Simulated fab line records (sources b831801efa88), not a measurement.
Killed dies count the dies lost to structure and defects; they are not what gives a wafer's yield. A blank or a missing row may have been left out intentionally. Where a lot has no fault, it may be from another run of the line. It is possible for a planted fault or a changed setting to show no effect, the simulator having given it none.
fab line records ; flow sfqLine
[record] lots = 7; wafers = 21; lastDay = 83
route steps=325 shown M7@295 I7@296 M8@311
lots that met no fault: from a run of the same line without faults
startH: start of the lot's first displayed wafer, in hours after the record's first day ; waitH: hours elapsed since this lot's preceding step ; " repeats the value in the row above ; L1.1+2: one row covering several wafers at once ; - no value, or no start given ; * or withheld: withheld ; < > ~ a bound
route shown NAME@n: NAME is a module with steps in the file, n the number in the route of the first one ; usual: mean/standard deviation of fault-free wafers ; same: alike in all rows ; chamber/n: place in a boat ; sites: readings site by site ; _std_site: standard deviation of those values ; _edge_site: inner sites' mean taken away from outer sites' mean ; radiusMm: how far each site lies from the wafer's centre ; mask NAME#n: copy n ; behind: the tool/chamber that last shaped the wafer ; hold: cause of the lot's hold/its duration in hours/its outcome ; device: which transistor (n, p or np) failed to switch ; end of line: at the end of the route, the tests of the same wafers ; a step without rows: its recipe alone ; killed: dies that structure and defects cost at the first sort, which is not the same as the wafer's yield ; map: dies across one wafer; x = killed, . = not, _ = none there
set.NAME: the setting as run; set.NAME@STEP: as run at that earlier step ; model.NAME: the simulator's own value behind a step, which no gauge read
lots at some steps of the route; a table a step, a row a wafer
services: when a tool's chamber went out of use (startH, in hours from the record's first day, below 0 if earlier), for how many hours, and the reason
[[steps]]
[step SFQ_TRILAYER_M7_STRIP_SOLV_CLEAN_182]
[recipe] chemistry = NMP; tempC = 70; timeS = 600
[step SFQ_TRILAYER_I7_DEP_PECVD_183]
[recipe] material = SiO2; tempC = 150; timeS = 111.11; pressureTorr = 2.4; rfW = 183.3; precursor = SiH4/N2O; targetThkNm = 500
[usual] chamberPressureTorr = 2.400/0.0051; heaterPowerW = 83/9.5; throttleValvePct = 25.4/0.9
lot.wafer;tool;chamber;startH;waitH;chamberPressureTorr;heaterPowerW;throttleValvePct
L950.1;pecvd-03;2;1674.61;0.0;2.398;80;25.3
L950.2;pecvd-03;0;1674.61;0.0;2.400;72;26.2
L950.3;pecvd-03;1;1674.61;0.0;2.397;89;24.8
L954.1;pecvd-03;2;1853.06;0.0;2.402;81;25.7
L954.4;pecvd-03;1;1853.06;0.0;2.399;104;25.4
L954.6;pecvd-03;2;1853.06;0.0;2.403;83;25.7
L955.1;pecvd-01;1;1866.40;0.0;2.403;90;25.4
L955.4;pecvd-01;0;1866.40;0.0;2.398;79;25.6
L955.6;pecvd-01;2;1866.40;0.0;2.397;85;25.8
L956.2;pecvd-03;1;1870.00;0.0;2.402;101;25.3
L956.5;pecvd-03;2;1870.00;0.0;2.408;86;25.8
L956.6;pecvd-03;0;1870.00;0.0;2.389;80;26.9
L958.1;pecvd-01;0;1877.20;0.0;2.403;73;25.3
L958.3;pecvd-01;2;1877.20;0.0;2.397;83;25.8
L958.5;pecvd-01;2;1877.20;0.0;2.404;69;25.7
L961.2;pecvd-01;1;1887.45;0.0;2.400;84;25.4
L961.5;pecvd-01;1;1887.45;0.0;2.401;90;25.6
L961.6;pecvd-01;2;1887.45;0.0;2.395;79;25.4
L964.1;pecvd-01;0;1905.00;0.0;2.397;81;25.4
L964.3;pecvd-01;1;1905.00;0.0;2.400;91;25.5
L964.6;pecvd-01;2;1905.00;0.0;2.398;83;25.5
[step SFQ_TRILAYER_I7_CMP_CMP_184]
[recipe] material = SiO2; downForcePsi = 3; platenRpm = 60; padVelocityMS = 0.94248
[usual] motorCurrentA = 9.4/0.68; timeToEndpointS = 219/6.9
lot.wafer;tool;chamber;startH;waitH;motorCurrentA;timeToEndpointS
L950.3;cmp-01;1;1678.57;3.9;9.5;224
L950.1;cmp-01;2;1678.57;3.9;9.4;220
L950.2;cmp-01;3;1678.57;3.9;10.6;229
L954.4;cmp-01;0;1853.14;0.0;9.2;220
L954.1;cmp-01;1;1853.14;0.0;9.5;215
L954.6;cmp-01;0;1855.14;2.0;8.8;221
L955.1;cmp-02;3;1866.48;0.0;9.0;210
L955.4;cmp-02;1;1867.48;1.0;9.6;208
L955.6;cmp-02;0;1868.98;2.5;9.0;215
L956.2;cmp-01;1;1870.58;0.5;9.8;213
L956.5;cmp-01;0;1872.08;2.0;8.8;223
L956.6;cmp-01;1;1872.08;2.0;9.5;222
L958.3;cmp-02;2;1878.28;1.0;8.1;210
L958.1;cmp-02;3;1878.28;1.0;9.1;222
L958.5;cmp-02;1;1879.78;2.5;9.7;221
L961.2;cmp-02;2;1890.78;3.3;9.0;211
L961.6;cmp-02;3;1890.78;3.3;8.3;230
L961.5;cmp-02;0;1890.78;3.3;8.8;224
L964.1;cmp-01;2;1905.68;0.6;9.4;205
L964.3;cmp-01;3;1905.68;0.6;11.3;211
L964.6;cmp-01;3;1908.18;3.1;10.7;219
[step SFQ_I7_BOW_MEAS_946]
[recipe] mode = bow
[usual] I7_BOW = 7/9.6
lot.wafer;tool;chamber;startH;waitH;I7_BOW[um]
L950.1;filmMetro-01;-;1681.07;1.5;-5
L950.2;filmMetro-01;-;1681.07;1.5;8
L950.3;filmMetro-01;-;1681.07;1.5;6
L954.1;filmMetro-01;-;1856.14;2.0;19
L954.4;filmMetro-01;-;1856.14;2.0;13
L954.6;filmMetro-01;-;1856.14;2.0;18
L955.1;filmMetro-02;-;1869.48;2.5;9
L955.4;filmMetro-02;-;1869.48;2.5;1
L955.6;filmMetro-02;-;1869.48;2.5;13
L956.2;filmMetro-04;-;1873.10;2.0;26
L956.5;filmMetro-04;-;1873.10;2.0;17
L956.6;filmMetro-04;-;1873.10;2.0;27
L958.1;filmMetro-02;-;1880.28;1.0;2
L958.3;filmMetro-02;-;1880.28;1.0;-22
L958.5;filmMetro-02;-;1880.28;1.0;1
L961.2;filmMetro-04;-;1892.30;1.0;14
L961.5;filmMetro-04;-;1892.30;1.0;12
L961.6;filmMetro-04;-;1892.30;1.0;19
L964.1;filmMetro-04;-;1908.68;2.5;4
L964.3;filmMetro-04;-;1908.68;2.5;16
L964.6;filmMetro-04;-;1908.68;2.5;0
[step SFQ_TRILAYER_I7_METRO_MEASURE_185]
[usual] thkNm = 200.6/0.94
lot.wafer;tool;chamber;startH;waitH;thkNm
L950.1;filmMetro-01;-;1681.19;0.1;200.8
L950.2;filmMetro-01;-;1681.19;0.1;200.6
L950.3;filmMetro-01;-;1681.19;0.1;200.8
L954.1;filmMetro-01;-;1856.26;0.1;200.7
L954.4;filmMetro-01;-;1856.26;0.1;199.7
L954.6;filmMetro-01;-;1856.26;0.1;200.0
L955.1;filmMetro-02;-;1869.60;0.1;200.4
L955.4;filmMetro-02;-;1869.60;0.1;200.2
L955.6;filmMetro-02;-;1869.60;0.1;200.6
L956.2;filmMetro-04;-;1873.40;0.3;202.0
L956.5;filmMetro-04;-;1873.40;0.3;200.7
L956.6;filmMetro-04;-;1873.40;0.3;201.2
L958.1;filmMetro-02;-;1880.40;0.1;201.1
L958.3;filmMetro-02;-;1880.40;0.1;200.8
L958.5;filmMetro-02;-;1880.40;0.1;201.2
L961.2;filmMetro-04;-;1892.60;0.3;199.4
L961.5;filmMetro-04;-;1892.60;0.3;201.0
L961.6;filmMetro-04;-;1892.60;0.3;199.8
L964.1;filmMetro-04;-;1908.80;0.1;199.5
L964.3;filmMetro-04;-;1908.80;0.1;200.2
L964.6;filmMetro-04;-;1908.80;0.1;199.8
[step SFQ_TRILAYER_I7_VIA_LITHO_COAT_192]
[recipe] resist = BARC; spinRpm = 3051; resistThkNm = 62
[step SFQ_TRILAYER_I7_VIA_LITHO_COAT_187]
[recipe] resist = KrF; spinRpm = 3000; resistThkNm = 650
[step SFQ_TRILAYER_I7_VIA_LITHO_SOFTBAKE_191]
[recipe] tempC = withheld; timeS = withheld; resist = KrF
[step SFQ_TRILAYER_I7_VIA_LITHO_EXPOSE_188]
[recipe] maskId = I7; na = 0.6; sourceShape = conventional; sigmaOuter = 0.65; targetCdNm = 1000; doseMj = 21.3
[step SFQ_TRILAYER_I7_VIA_LITHO_PEB_190]
[recipe] pebTempC = 115; pebTimeS = 60; resist = KrF
[step SFQ_TRILAYER_I7_VIA_LITHO_DEVELOP_189]
[recipe] timeS = 60; resist = KrF
[step SFQ_I7_OVL_MEAS_947]
[usual] I7_OVL = 0/5.6
lot.wafer;tool;chamber;startH;waitH;I7_OVL[nm]
L950.1;overlay-01;-;1758.32;0.1;-2
L950.2;overlay-01;-;1758.32;0.1;5
L950.3;overlay-01;-;1758.32;0.1;-9
L954.1;overlay-01;-;1861.69;0.1;-8
L954.4;overlay-01;-;1861.69;0.1;2
L954.6;overlay-01;-;1861.69;0.1;-4
L955.1;overlay-02;-;1873.81;0.1;0
L955.4;overlay-02;-;1873.81;0.1;-7
L955.6;overlay-02;-;1873.81;0.1;-6
L956.2;overlay-02;-;1878.61;0.1;-7
L956.5;overlay-02;-;1878.61;0.1;-9
L956.6;overlay-02;-;1878.61;0.1;-4
L958.1;overlay-01;-;1883.85;0.1;8
L958.3;overlay-01;-;1883.85;0.1;9
L958.5;overlay-01;-;1883.85;0.1;4
L961.2;overlay-01;-;1900.40;0.1;3
L961.5;overlay-01;-;1900.40;0.1;1
L961.6;overlay-01;-;1900.40;0.1;4
L964.1;overlay-01;-;1918.19;0.1;-5
L964.3;overlay-01;-;1918.19;0.1;-11
L964.6;overlay-01;-;1918.19;0.1;-1
[step SFQ_TRILAYER_I7_VIA_BARC_OPEN_VIA_ETCH_260]
[recipe] maskMaterial = PR; chemistry = O2; targetDepthNm = 125; target = BARC; sourceW = 500; biasW = 80; pressureMtorr = 30; timeS = 41.7
[usual] biasW = 79.99/0.23; chamberPressureMTorr = 29.999/0.027; drypumpMotorCurrentA = 5.82/0.26; oesProductAu = 0.682/0.0054
lot.wafer;tool;chamber;startH;waitH;biasW;chamberPressureMTorr;drypumpMotorCurrentA;oesProductAu;rfHoursCounterH;model.KrF_of_TRILAYER_I7_VIA_LITHO_COAT_187.thkNm
L950.1;rieDiel-01;3;1758.35;0.0;79.94;29.982;5.67;0.681;13;569.9
L950.2;rieDiel-01;2;1758.35;0.0;79.94;29.970;5.52;0.688;0;569.4
L950.3;rieDiel-01;0;1758.35;0.0;80.12;30.039;6.02;0.691;1;568.8
L954.1;rieDiel-04;3;1861.72;0.0;-;-;-;-;-;627.3
L954.4;rieDiel-04;1;1861.72;0.0;-;-;-;-;-;627.8
L954.6;rieDiel-04;1;1861.72;0.0;-;-;-;-;-;624.4
L955.1;rieDiel-04;1;1873.84;0.0;-;-;-;-;-;624.2
L955.4;rieDiel-04;1;1873.84;0.0;-;-;-;-;-;624.6
L955.6;rieDiel-04;3;1873.84;0.0;-;-;-;-;-;624.4
L956.2;rieDiel-04;3;1878.64;0.0;-;-;-;-;-;623.3
L956.5;rieDiel-04;3;1878.64;0.0;-;-;-;-;-;623
L956.6;rieDiel-04;2;1878.64;0.0;-;-;-;-;-;622.5
L958.1;rieDiel-04;1;1883.89;0.0;79.86;29.974;6.08;0.690;18;574
L958.3;rieDiel-04;0;1883.89;0.0;80.01;29.992;5.47;0.685;17;575.7
L958.5;rieDiel-04;0;1883.89;0.0;80.37;29.983;5.46;0.682;-;573.5
L961.2;rieDiel-04;0;1900.43;0.0;79.87;30.000;5.50;0.685;18;571.9
L961.5;rieDiel-04;0;1900.43;0.0;80.18;30.004;5.49;0.688;-;569.4
L961.6;rieDiel-04;3;1900.43;0.0;79.95;29.992;5.93;0.686;-;571.4
L964.1;rieDiel-01;2;1918.23;0.0;80.14;30.016;5.55;0.679;3;571
L964.3;rieDiel-01;0;1918.23;0.0;80.21;29.951;6.00;0.683;3;570
L964.6;rieDiel-01;3;1918.23;0.0;80.00;30.014;5.69;0.680;-;568.1
[step SFQ_TRILAYER_I7_VIA_ETCH_VIA_ETCH_190]
[recipe] target = SiO2; stopOn = Nb; maskMaterial = PR; taperDeg = 20; chemistry = CHF3; targetDepthNm = 260; sourceW = 500; biasW = 80; pressureMtorr = 30; timeS = withheld
[usual] biasW = 79.99/0.23; chamberPressureMTorr = 30.002/0.028; drypumpMotorCurrentA = 5.82/0.26; oesProductAu = 0.857/0.005
lot.wafer;tool;chamber;startH;waitH;biasW;chamberPressureMTorr;drypumpMotorCurrentA;oesProductAu;model.KrF_of_TRILAYER_I7_VIA_LITHO_COAT_187.thkNm
L950.1;rieDiel-01;3;1758.39;0.0;79.93;30.013;5.66;0.852;524.8
L950.2;rieDiel-01;2;1758.39;0.0;79.92;30.010;5.53;0.863;524.4
L950.3;rieDiel-01;0;1758.39;0.0;80.17;29.984;6.01;0.862;523.3
L954.1;rieDiel-04;3;1861.76;0.0;79.82;30.019;5.93;0.371;582.9
L954.4;rieDiel-04;1;1861.76;0.0;80.09;29.997;6.09;0.386;582.9
L954.6;rieDiel-04;1;1861.76;0.0;79.91;29.967;6.08;0.376;579.9
L955.1;rieDiel-04;1;1873.88;0.0;80.25;29.960;6.10;0.373;579.3
L955.4;rieDiel-04;1;1873.88;0.0;79.96;30.028;6.08;0.369;580.2
L955.6;rieDiel-04;3;1873.88;0.0;79.89;30.023;5.93;0.369;580.3
L956.2;rieDiel-04;3;1878.68;0.0;79.84;30.019;5.93;0.373;579.1
L956.5;rieDiel-04;3;1878.68;0.0;79.93;30.040;5.94;0.371;578.3
L956.6;rieDiel-04;2;1878.68;0.0;80.16;30.051;6.00;0.373;577.2
L958.1;rieDiel-04;1;1883.93;0.0;80.02;30.011;6.13;0.859;529.4
L958.3;rieDiel-04;0;1883.93;0.0;79.64;29.954;5.49;0.861;530.8
L958.5;rieDiel-04;0;1883.93;0.0;79.77;30.003;5.52;0.856;527.9
L961.2;rieDiel-04;0;1900.47;0.0;80.18;29.957;5.50;0.851;526.9
L961.5;rieDiel-04;0;1900.47;0.0;79.59;30.022;5.47;0.853;524.3
L961.6;rieDiel-04;3;1900.47;0.0;80.44;30.033;5.94;0.852;526.4
L964.1;rieDiel-01;2;1918.27;0.0;80.10;29.986;5.52;0.858;525.5
L964.3;rieDiel-01;0;1918.27;0.0;79.55;30.019;6.04;0.853;524.9
L964.6;rieDiel-01;3;1918.27;0.0;79.62;30.047;5.64;0.856;522.8
[step SFQ_TRILAYER_I7_VIA_STRIP_STRIP_191]
[recipe] gas = O2; powerW = 200; platenTempC = 40; overashFraction = 0.65; chemistry = O2; pressureMtorr = 49.01
[usual] drypumpMotorCurrentA = 5.3/0.35; oesProductAu = 1.005/0.0067
lot.wafer;tool;chamber;startH;waitH;drypumpMotorCurrentA;oesProductAu;rfHoursCounterH
L950.1;rieMetal-04;0;1758.51;-;5.1;1.007;30
L950.2;rieMetal-04;1;1758.51;-;5.5;1.004;50
L950.3;rieMetal-04;0;1758.51;-;5.0;1.004;-
L954.1;rieMetal-01;0;1861.88;-;5.2;1.003;17
L954.4;rieMetal-01;1;1861.88;-;5.6;1.004;-
L954.6;rieMetal-01;1;1861.88;-;5.6;1.010;-
L955.1;rieMetal-01;0;1873.99;-;5.2;0.998;20
L955.4;rieMetal-01;1;1873.99;-;5.6;0.999;-
L955.6;rieMetal-01;0;1873.99;-;5.2;1.007;-
L956.2;rieMetal-01;1;1878.79;-;5.6;0.987;7
L956.5;rieMetal-01;1;1878.79;-;5.6;0.997;-
L956.6;rieMetal-01;0;1878.79;-;5.2;1.000;-
L958.1;rieMetal-01;1;1884.04;-;5.6;0.997;8
L958.3;rieMetal-01;1;1884.04;-;5.6;1.000;-
L958.5;rieMetal-01;1;1884.04;-;5.6;1.007;-
L961.2;rieMetal-03;1;1900.58;-;5.7;1.004;122
L961.5;rieMetal-03;0;1900.58;-;4.8;1.012;-
L961.6;rieMetal-03;1;1900.58;-;5.7;1.011;-
L964.1;rieMetal-03;0;1918.38;-;4.8;1.018;93
L964.3;rieMetal-03;1;1918.38;-;5.7;1.015;-
L964.6;rieMetal-03;0;1918.38;-;4.8;1.009;-
[step SFQ_TRILAYER_I7_VIA_STRIP_SOLV_CLEAN_192]
[recipe] chemistry = NMP; tempC = 70; timeS = 600
[step SFQ_TRILAYER_M8_LITHO_LOR_COAT_197]
[recipe] resist = lift-off; spinRpm = 3000
[step SFQ_TRILAYER_M8_LITHO_LOR_BAKE_198]
[recipe] resist = lift-off; tempC = withheld; timeS = withheld
[step SFQ_TRILAYER_M8_LITHO_COAT_193]
[recipe] resist = KrF; spinRpm = 3000; resistThkNm = 600
[step SFQ_TRILAYER_M8_LITHO_SOFTBAKE_199]
[recipe] tempC = withheld; timeS = withheld; resist = KrF
[step SFQ_TRILAYER_M8_LITHO_EXPOSE_194]
[recipe] maskId = M8; na = 0.6; sourceShape = conventional; sigmaOuter = 0.65; targetCdNm = 2000; doseMj = 14.4
[usual] exposureDoseMJCm2 = 14.401/0.015; focusOffsetNm = 0.0/0.46
lot.wafer;tool;chamber;startH;waitH;mask;exposureDoseMJCm2;focusOffsetNm
L950.1;krfScanner-02;0;1770.65;-;M8#0;14.403;0.0
L950.2;krfScanner-02;0;1770.65;-;M8#0;14.367;0.5
L950.3;krfScanner-02;0;1770.65;-;M8#0;14.378;-0.1
L954.1;krfScanner-02;-;1933.49;-;M8#0;-;-
L954.4;krfScanner-02;-;1933.49;-;M8#0;-;-
L954.6;krfScanner-02;-;1933.49;-;M8#0;-;-
L955.1;krfScanner-02;-;1941.89;-;M8#0;-;-
L955.4;krfScanner-02;-;1941.89;-;M8#0;-;-
L955.6;krfScanner-02;-;1941.89;-;M8#0;-;-
L956.2;krfScanner-02;-;1945.69;-;M8#0;-;-
L956.5;krfScanner-02;-;1945.69;-;M8#0;-;-
L956.6;krfScanner-02;-;1945.69;-;M8#0;-;-
L958.1;krfScanner-01;0;1950.55;-;M8#0;14.381;0.2
L958.3;krfScanner-01;0;1950.55;-;M8#0;14.394;-0.7
L958.5;krfScanner-01;0;1950.55;-;M8#0;14.384;0.2
L961.2;krfScanner-02;0;1967.67;-;M8#0;14.403;1.0
L961.5;krfScanner-02;0;1967.67;-;M8#0;14.400;0.1
L961.6;krfScanner-02;0;1967.67;-;M8#0;14.392;0.2
L964.1;krfScanner-02;0;1986.67;-;M8#0;14.408;0.6
L964.3;krfScanner-02;0;1986.67;-;M8#0;14.384;0.3
L964.6;krfScanner-02;0;1986.67;-;M8#0;14.402;0.0
[step SFQ_TRILAYER_M8_LITHO_PEB_196]
[recipe] pebTempC = 115; pebTimeS = 60; resist = KrF
[step SFQ_TRILAYER_M8_LITHO_DEVELOP_195]
[recipe] imgClearS = 15; timeS = 55; resist = KrF
[step SFQ_M8_OVL_MEAS_948]
[usual] M8_OVL = 1/6.1
lot.wafer;tool;chamber;startH;waitH;M8_OVL[nm]
L950.1;overlay-01;-;1772.14;0.1;5
L950.2;overlay-01;-;1772.14;0.1;1
L950.3;overlay-01;-;1772.14;0.1;5
L954.1;overlay-02;-;1934.98;0.1;-
L954.4;overlay-02;-;1934.98;0.1;-
L954.6;overlay-02;-;1934.98;0.1;-
L955.1;overlay-01;-;1943.38;0.1;-
L955.4;overlay-01;-;1943.38;0.1;-
L955.6;overlay-01;-;1943.38;0.1;-
L956.2;overlay-02;-;1946.99;0.1;-
L956.5;overlay-02;-;1946.99;0.1;-
L956.6;overlay-02;-;1946.99;0.1;-
L958.1;overlay-01;-;1952.04;0.1;3
L958.3;overlay-01;-;1952.04;0.1;4
L958.5;overlay-01;-;1952.04;0.1;10
L961.2;overlay-02;-;1968.97;0.1;3
L961.5;overlay-02;-;1968.97;0.1;1
L961.6;overlay-02;-;1968.97;0.1;2
L964.1;overlay-01;-;1988.17;0.1;-3
L964.3;overlay-01;-;1988.17;0.1;-7
L964.6;overlay-01;-;1988.17;0.1;-3
[step SFQ_TRILAYER_M8_DEP_EVAP_197]
[recipe] material = Ti; angularSpreadDeg = 1; targetThkNm = 20; timeS = 100; powerW = 2000
[step SFQ_TRILAYER_M8_DEP_EVAP_198]
[recipe] material = Pt; angularSpreadDeg = 1; targetThkNm = 50; timeS = 240.8; powerW = 2000
[step SFQ_TRILAYER_M8_DEP_EVAP_196]
[recipe] material = Au; angularSpreadDeg = 1; targetThkNm = 180; timeS = 900; powerW = 2000
[step SFQ_M8_RS_MEAS_949]
[recipe] thkMeasGauge = four-point-probe; reads = Au_of_TRILAYER_M8_DEP_EVAP_196+Pt_of_TRILAYER_M8_DEP_EVAP_198+Ti_of_TRILAYER_M8_DEP_EVAP_197
[usual] M8_AU_RS = 0.1537/0.0018
lot.wafer;tool;chamber;startH;waitH;M8_AU_RS[ohm/sq]
L950.1;filmMetro-04;-;1772.92;0.3;0.1540
L950.2;filmMetro-04;-;1772.92;0.3;0.1530
L950.3;filmMetro-04;-;1772.92;0.3;0.1555
L954.1;filmMetro-04;-;1935.76;0.3;0.1557
L954.4;filmMetro-04;-;1935.76;0.3;0.1542
L954.6;filmMetro-04;-;1935.76;0.3;0.1558
L955.1;filmMetro-04;-;1944.16;0.3;0.1522
L955.4;filmMetro-04;-;1944.16;0.3;0.1514
L955.6;filmMetro-04;-;1944.16;0.3;0.1518
L956.2;filmMetro-04;-;1947.78;0.3;0.1541
L956.5;filmMetro-04;-;1947.78;0.3;0.1547
L956.6;filmMetro-04;-;1947.78;0.3;0.1535
L958.1;filmMetro-01;-;1952.82;0.3;0.1521
L958.3;filmMetro-01;-;1952.82;0.3;0.1536
L958.5;filmMetro-01;-;1952.82;0.3;0.1532
L961.2;filmMetro-01;-;1969.77;0.3;0.1552
L961.5;filmMetro-01;-;1969.77;0.3;0.1556
L961.6;filmMetro-01;-;1969.77;0.3;0.1546
L964.1;filmMetro-01;-;1988.95;0.3;0.1565
L964.3;filmMetro-01;-;1988.95;0.3;0.1554
L964.6;filmMetro-01;-;1988.95;0.3;0.1577
[step SFQ_M8_THK_MEAS_950]
[recipe] thkMeasGauge = xrf; reads = Au_of_TRILAYER_M8_DEP_EVAP_196
[usual] M8_AU_THK = 180.9/2.6
lot.wafer;tool;chamber;startH;waitH;M8_AU_THK[nm]
L950.1;filmMetro-04;-;1773.04;0.1;181.9
L950.2;filmMetro-04;-;1773.04;0.1;182.3
L950.3;filmMetro-04;-;1773.04;0.1;180.2
L954.1;filmMetro-04;-;1935.88;0.1;179.0
L954.4;filmMetro-04;-;1935.88;0.1;180.1
L954.6;filmMetro-04;-;1935.88;0.1;177.9
L955.1;filmMetro-04;-;1944.28;0.1;184.3
L955.4;filmMetro-04;-;1944.28;0.1;184.2
L955.6;filmMetro-04;-;1944.28;0.1;183.0
L956.2;filmMetro-04;-;1947.89;0.1;181.4
L956.5;filmMetro-04;-;1947.89;0.1;180.8
L956.6;filmMetro-04;-;1947.89;0.1;182.7
L958.1;filmMetro-01;-;1952.94;0.1;183.2
L958.3;filmMetro-01;-;1952.94;0.1;180.5
L958.5;filmMetro-01;-;1952.94;0.1;180.2
L961.2;filmMetro-01;-;1969.88;0.1;178.3
L961.5;filmMetro-01;-;1969.88;0.1;177.1
L961.6;filmMetro-01;-;1969.88;0.1;178.6
L964.1;filmMetro-01;-;1989.07;0.1;176.8
L964.3;filmMetro-01;-;1989.07;0.1;178.3
L964.6;filmMetro-01;-;1989.07;0.1;174.6
[step SFQ_TRILAYER_M8_LIFTOFF_LIFTOFF_197]
[recipe] tempC = 80; timeS = 600; chemistry = NMP
[step SFQ_M8_BOW_MEAS_951]
[recipe] mode = bow
[usual] M8_BOW = 8/9.6
lot.wafer;tool;chamber;startH;waitH;M8_BOW[um];model.etest.m8.ohmSq;model.etest.i7.linkOhm
L950.1;filmMetro-03;-;1773.29;0.0;-5;0.1539;1.039
L950.2;filmMetro-03;-;1773.29;0.0;7;0.1533;1.045
L950.3;filmMetro-03;-;1773.29;0.0;6;0.1552;1.054
L954.1;filmMetro-03;-;1936.12;0.0;19;1e+06;1e+06
L954.4;filmMetro-03;-;1936.12;0.0;13;1e+06;1e+06
L954.6;filmMetro-03;-;1936.12;0.0;19;1e+06;1e+06
L955.1;filmMetro-01;-;1944.52;0.0;9;1e+06;1e+06
L955.4;filmMetro-01;-;1944.52;0.0;1;1e+06;1e+06
L955.6;filmMetro-01;-;1944.52;0.0;14;1e+06;1e+06
L956.2;filmMetro-01;-;1948.14;0.0;26;1e+06;1e+06
L956.5;filmMetro-01;-;1948.14;0.0;18;1e+06;1e+06
L956.6;filmMetro-01;-;1948.14;0.0;27;1e+06;1e+06
L958.1;filmMetro-03;-;1953.18;0.0;3;0.152;1.05
L958.3;filmMetro-03;-;1953.18;0.0;-22;0.1537;1.05
L958.5;filmMetro-03;-;1953.18;0.0;0;0.1535;1.055
L961.2;filmMetro-04;-;1970.12;0.0;14;0.155;1.058
L961.5;filmMetro-04;-;1970.12;0.0;13;0.1553;1.058
L961.6;filmMetro-04;-;1970.12;0.0;18;0.1545;1.06
L964.1;filmMetro-03;-;1989.30;0.0;4;0.1564;1.049
L964.3;filmMetro-03;-;1989.30;0.0;16;0.1552;1.05
L964.6;filmMetro-03;-;1989.30;0.0;1;0.1574;1.062
[[services]]
tool;chamber;startH;hours;kind
cmp-01;-;1655.06;1.6;repair
cmp-01;-;1668.66;6.4;pm
cmp-01;-;1682.45;16.3;repair
rieDiel-04;-;1682.50;4.8;repair
cmp-01;-;1689.69;6.3;repair
rieDiel-01;0;1705.77;6.4;repair
krfScanner-02;-;1707.47;0.3;repair
rieDiel-01;2;1712.81;1.6;repair
krfScanner-02;-;1715.59;1.3;pm
krfScanner-02;-;1717.07;0.4;repair
rieDiel-01;0;1727.80;2.5;repair
krfScanner-02;-;1740.37;1.0;pm
rieDiel-01;2;1741.52;9.8;repair
pecvd-01;-;1745.33;0.5;repair
krfScanner-02;-;1756.26;10.0;repair
cmp-01;-;1765.78;1.3;repair
rieDiel-04;2;1780.87;8.8;repair
rieDiel-04;3;1785.74;6.4;repair
krfScanner-02;-;1818.14;3.6;pm
krfScanner-02;-;1834.49;0.8;pm
rieDiel-04;0;1868.96;9.9;repair
krfScanner-02;-;1891.59;1.3;pm
krfScanner-02;-;1907.29;1.0;pm
rieDiel-04;2;1960.22;3.5;repair
[[key]]
[firstSign] step = SFQ_TRILAYER_I7_VIA_BARC_OPEN_VIA_ETCH_260; reading = toolRecord; direction = missing
[effect] step = SFQ_TRILAYER_I7_VIA_ETCH_VIA_ETCH_190; reading = oesProductAu; direction = down; sigmas = 97; usual = 0.857; struck = 0.374
[effect] step = SFQ_TRILAYER_M8_LITHO_EXPOSE_194; reading = toolRecord; direction = missing
[effect] step = SFQ_M8_OVL_MEAS_948; reading = M8_OVL; direction = missing
[modelEffect] step = SFQ_TRILAYER_I7_VIA_BARC_OPEN_VIA_ETCH_260; value = KrF_of_TRILAYER_I7_VIA_LITHO_COAT_187.thkNm; without = 573.2; struck = 624.6
[modelEffect] step = SFQ_TRILAYER_I7_VIA_ETCH_VIA_ETCH_190; value = KrF_of_TRILAYER_I7_VIA_LITHO_COAT_187.thkNm; without = 528.6; struck = 580
[modelEffect] step = SFQ_M8_BOW_MEAS_951; value = etest.m8.ohmSq; without = 0.1536; struck = 1e+06
metAt SFQ_TRILAYER_I7_VIA_BARC_OPEN_VIA_ETCH_260
struckWafers L954.1,L954.4,L954.6,L955.1,L955.4,L955.6,L956.2,L956.5,L956.6
[fault] kind = skippedStepWhole; tool = rieDiel-04; chamber = -; onsetH = 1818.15; steps = SFQ_TRILAYER_I7_VIA_BARC_OPEN_VIA_ETCH_260; scope = struckLotsOnly
